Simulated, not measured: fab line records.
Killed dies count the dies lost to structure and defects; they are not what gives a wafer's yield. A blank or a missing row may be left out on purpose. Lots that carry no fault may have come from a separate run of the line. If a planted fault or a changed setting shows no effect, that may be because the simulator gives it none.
Which tool did it? :: flow sky130 :: 36 wafers from 12 lots sampled at 2 of the route's 708 steps

## WHAT EACH GAUGE READ, for each wafer
SKY_LI_CONTACT_RS_MEAS_22: uses a four-point probe to measure.
lot: L575
measured: day 29 03:31
on: filmMetro-02
LI_CONTACT_W_RS (ohm/sq): 0.2834 0.2843 0.2815

lot: L576
measured: day 29 19:45
on: filmMetro-03
LI_CONTACT_W_RS (ohm/sq): 0.2895 0.2846 0.2875

lot: L578
measured: day 30 06:11
on: filmMetro-03
LI_CONTACT_W_RS (ohm/sq): 0.2822 0.2868 0.2859

lot: L582
measured: day 31 12:25
on: filmMetro-01
LI_CONTACT_W_RS (ohm/sq): 0.2857 0.2824 0.2850

lot: L585
measured: day 32 14:37
on: filmMetro-02
LI_CONTACT_W_RS (ohm/sq): 0.2818 0.2801 0.2818

lot: L587
measured: day 33 08:47
on: filmMetro-01
LI_CONTACT_W_RS (ohm/sq): 0.2874 0.2891 0.2890

lot: L588
measured: day 33 19:08
on: filmMetro-01
LI_CONTACT_W_RS (ohm/sq): 0.2824 0.2827 0.2839

lot: L594
measured: day 36 03:58
on: filmMetro-02
LI_CONTACT_W_RS (ohm/sq): 0.2875 0.2854 0.2869

lot: L596
measured: day 36 05:19
on: filmMetro-02
LI_CONTACT_W_RS (ohm/sq): 0.2872 0.2876 0.2894

lot: L595
measured: day 36 07:51
on: filmMetro-02
LI_CONTACT_W_RS (ohm/sq): 0.2882 0.2883 0.2902

lot: L597
measured: day 37 03:23
on: filmMetro-02
LI_CONTACT_W_RS (ohm/sq): 0.2860 0.2873 0.2900

lot: L598
measured: day 37 08:01
on: filmMetro-03
LI_CONTACT_W_RS (ohm/sq): 0.2887 0.2852 0.2892

## EACH LOT AND THE TOOL THAT RAN IT (in order: tool; ch and the chambers of the sampled wafers; start)
lot: L575
SKY_LI_CONTACT_SPUTTER_19: pvdSputter-04, day 29 03:16

lot: L576
SKY_LI_CONTACT_SPUTTER_19: pvdSputter-01, day 29 19:29

lot: L578
SKY_LI_CONTACT_SPUTTER_19: pvdSputter-01, day 30 05:55

lot: L582
SKY_LI_CONTACT_SPUTTER_19: pvdSputter-03, day 31 12:08

lot: L585
SKY_LI_CONTACT_SPUTTER_19: pvdSputter-03, day 32 14:20

lot: L587
SKY_LI_CONTACT_SPUTTER_19: pvdSputter-01, day 33 08:32

lot: L588
SKY_LI_CONTACT_SPUTTER_19: pvdSputter-04, day 33 18:51

lot: L594
SKY_LI_CONTACT_SPUTTER_19: pvdSputter-04, day 36 03:42

lot: L596
SKY_LI_CONTACT_SPUTTER_19: pvdSputter-01, day 36 05:01

lot: L595
SKY_LI_CONTACT_SPUTTER_19: pvdSputter-04, day 36 07:34

lot: L597
SKY_LI_CONTACT_SPUTTER_19: pvdSputter-01, day 37 03:06

lot: L598
SKY_LI_CONTACT_SPUTTER_19: pvdSputter-01, day 37 07:41
- SKY_LI_CONTACT_SPUTTER_19: material Ti, target thk 20 nm, time 106.37 s.

## WHAT THE TOOLS THEMSELVES READ (means of the sampled wafers that have a number; where no wafer has one, the mark that the record gives instead)
SKY_LI_CONTACT_SPUTTER_19.
lot: L575
tool: pvdSputter-04
throttleValvePct (%): 30.8

lot: L576
tool: pvdSputter-01
throttleValvePct (%): 29.2

lot: L578
tool: pvdSputter-01
throttleValvePct (%): 30.3

lot: L582
tool: pvdSputter-03
throttleValvePct (%): 30.4

lot: L585
tool: pvdSputter-03
throttleValvePct (%): 30.0

lot: L587
tool: pvdSputter-01
throttleValvePct (%): 28.5

lot: L588
tool: pvdSputter-04
throttleValvePct (%): 29.7

lot: L594
tool: pvdSputter-04
throttleValvePct (%): 30.6

lot: L596
tool: pvdSputter-01
throttleValvePct (%): 29.2

lot: L595
tool: pvdSputter-04
throttleValvePct (%): 30.4

lot: L597
tool: pvdSputter-01
throttleValvePct (%): 29.4

lot: L598
tool: pvdSputter-01
throttleValvePct (%): 28.5

## THE ANSWER, worked out from the rows above alone
Rule: the lots themselves supply what counts as usual. The widest of any qualifying gaps counts: lots, ordered by their means at a reading, are off when they make up no more than a third of the lots, leave a main group of 4 or more, and stand apart from it by 3 or more times the standard deviation of that group's means. The tables above print the reading to a certain number of digits; a main group whose means all agree to those digits is not used. A lot without any number at a reading at which 4 lots or more have one is off too. All remaining lots with rows at the step are treated as sound. The gauges are gone through in route order, then the tools' own readings, and for those a lot's mean is taken as printed above. At the first step where some lot is off, the reading lying furthest off is the one used; lots without a number count as furthest.
No lot is off on any of the readings shown, so nothing can be concluded from this.

## WHAT WAS PUT IN BY THE SIMULATOR
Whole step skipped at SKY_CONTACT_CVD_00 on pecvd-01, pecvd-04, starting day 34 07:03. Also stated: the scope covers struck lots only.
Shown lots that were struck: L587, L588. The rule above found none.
